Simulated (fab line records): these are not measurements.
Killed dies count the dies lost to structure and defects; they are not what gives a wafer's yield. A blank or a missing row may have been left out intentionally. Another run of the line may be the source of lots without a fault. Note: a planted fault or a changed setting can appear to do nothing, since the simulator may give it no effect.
A struck lot beside a sound one / flow sky130 / 21 steps out of a route of 708
Sound: the wafers L936.2, L936.3, L936.5. The struck wafers were L938.1, L938.2, L938.3. At the end, the cause is stated.
For every step that has rows: the tool of each side, followed by ch and its chambers, followed by its first start. Under that, the readings that differ: sound wafers / struck wafers / difference of the means / sigmas: that difference in standard deviations of wafers without a fault.
alike: words and numbers the same on both sides, and readings whose means are apart by under 2 such deviations; not compared: readings that were withheld, readings missing a value for some wafer, numbers with overlapping values and no deviation given by the record, and bounds like >300 which may hide the same value.
A row with sigmas, a row that says differs or no value, or rows on one side alone: a step with any of these is where the two part. Numbers that have no deviation but don't overlap get no sigmas and don't part them. A reading missing from all wafers of one side parts the sides only when that side holds two or more wafers.

first, 3 steps without rows for these wafers: SKY_VT_ADJUST_NCORE_EXPOSE_04 (exposes mask LVTN COMPLEMENT THIN, target cd 380 nm); SKY_VT_ADJUST_NCORE_PEB_05; SKY_VT_ADJUST_NCORE_DEVELOP_06 (develop time 60 s).
SKY_VT_ADJUST_NCORE_CD_MEAS_07: target cd 380 nm.
  sound: cd_sem-02 at day 10 04:20; struck: cd_sem-02 at day 10 17:25
  alike: cd_nm
SKY_VT_ADJUST_NCORE_OVL_MEAS_08:
  sound: overlay-01 at day 10 04:26; struck: overlay-02 at day 10 17:32
  alike: VT_ADJUST_NCORE_OVL
after that, 1 step had no rows for these wafers: SKY_VT_ADJUST_NCORE_IMPLANT_09.
SKY_VT_ADJUST_NCORE_STRIP_10: strips in O2/N2.
  sound on plasma_asher-04 ch 0,1, day 10 04:37; struck on plasma_asher-01 ch 0,1, day 10 17:43
  alike: drypump_motor_current_A, o2_flow_sccm, oes_product_au, strip_time_to_endpoint_s
  not compared: rf_hours_counter_h
SKY_VT_ADJUST_NCORE_TW_MEAS_11:
  sound: film_metro-04 at day 10 04:43; struck: film_metro-04 at day 10 17:49
  alike: VT_ADJUST_NCORE_TW
then, 4 steps without rows for these wafers: SKY_VT_ADJUST_HVTR_DEHYDRATE_00 (time 60 s); SKY_VT_ADJUST_HVTR_HMDS_01 (prime time 60 s); SKY_VT_ADJUST_HVTR_COAT_02 (resist thk 1140 nm); SKY_VT_ADJUST_HVTR_SOFTBAKE_03 (time 60 s).
SKY_VT_ADJUST_HVTR_EXPOSE_04: exposes mask HVTRM, target cd 380 nm.
  sound on iline_stepper-02 ch 0, day 10 15:05; struck on iline_stepper-01 ch 0, day 11 05:07
reading=mask; sound=HVTRM#0 HVTRM#0 HVTRM#0; struck=TUNM#0 TUNM#0 TUNM#0; difference=differs; sigmas=
then, 2 steps without rows for these wafers: SKY_VT_ADJUST_HVTR_PEB_05; SKY_VT_ADJUST_HVTR_DEVELOP_06 (develop time 60 s).
SKY_VT_ADJUST_HVTR_CD_MEAS_07: target cd 380 nm.
  sound: cd_sem-02 at day 11 02:02; struck: cd_sem-01 at day 11 15:35
reading=cd_nm (nm); sound=383.9 381.7 380.9; struck=- - -; difference=no value on the struck wafers; sigmas=
SKY_VT_ADJUST_HVTR_OVL_MEAS_08:
  sound: overlay-02 at day 11 02:08; struck: overlay-02 at day 11 15:42
reading=VT_ADJUST_HVTR_OVL (nm); sound=-0.7 -0.1 1.0; struck=- - -; difference=no value on the struck wafers; sigmas=
after that, 1 step had no rows for these wafers: SKY_VT_ADJUST_HVTR_IMPLANT_09.
SKY_VT_ADJUST_HVTR_STRIP_10: strips in O2/N2.
  sound on plasma_asher-01 ch 0,1, day 11 02:19; struck on plasma_asher-01 ch 0,1, day 11 15:53
reading=strip_time_to_endpoint_s (s); sound=14.14 14.19 14.10; struck=14.24 14.24 14.25; difference=+0.10; sigmas=+3
  alike: drypump_motor_current_A, o2_flow_sccm, oes_product_au
  not compared: rf_hours_counter_h
SKY_VT_ADJUST_HVTR_TW_MEAS_11:
  sound: film_metro-02 at day 11 02:25; struck: film_metro-02 at day 11 16:13
reading=VT_ADJUST_HVTR_TW; sound=213.2 212.9 213.8; struck=30.1 30.2 30.3; difference=-183.1; sigmas=-99 or more
  not compared: hold
SKY_PAD_OPEN_PROBE_99:
  sound wafers here have rows in the record (prober-02, day 47 00:10); struck ones have none

## WHERE THEY PART
At SKY_VT_ADJUST_HVTR_EXPOSE_04 first; at SKY_PAD_OPEN_PROBE_99 last (within this record only).

WHY: what the simulator had put in
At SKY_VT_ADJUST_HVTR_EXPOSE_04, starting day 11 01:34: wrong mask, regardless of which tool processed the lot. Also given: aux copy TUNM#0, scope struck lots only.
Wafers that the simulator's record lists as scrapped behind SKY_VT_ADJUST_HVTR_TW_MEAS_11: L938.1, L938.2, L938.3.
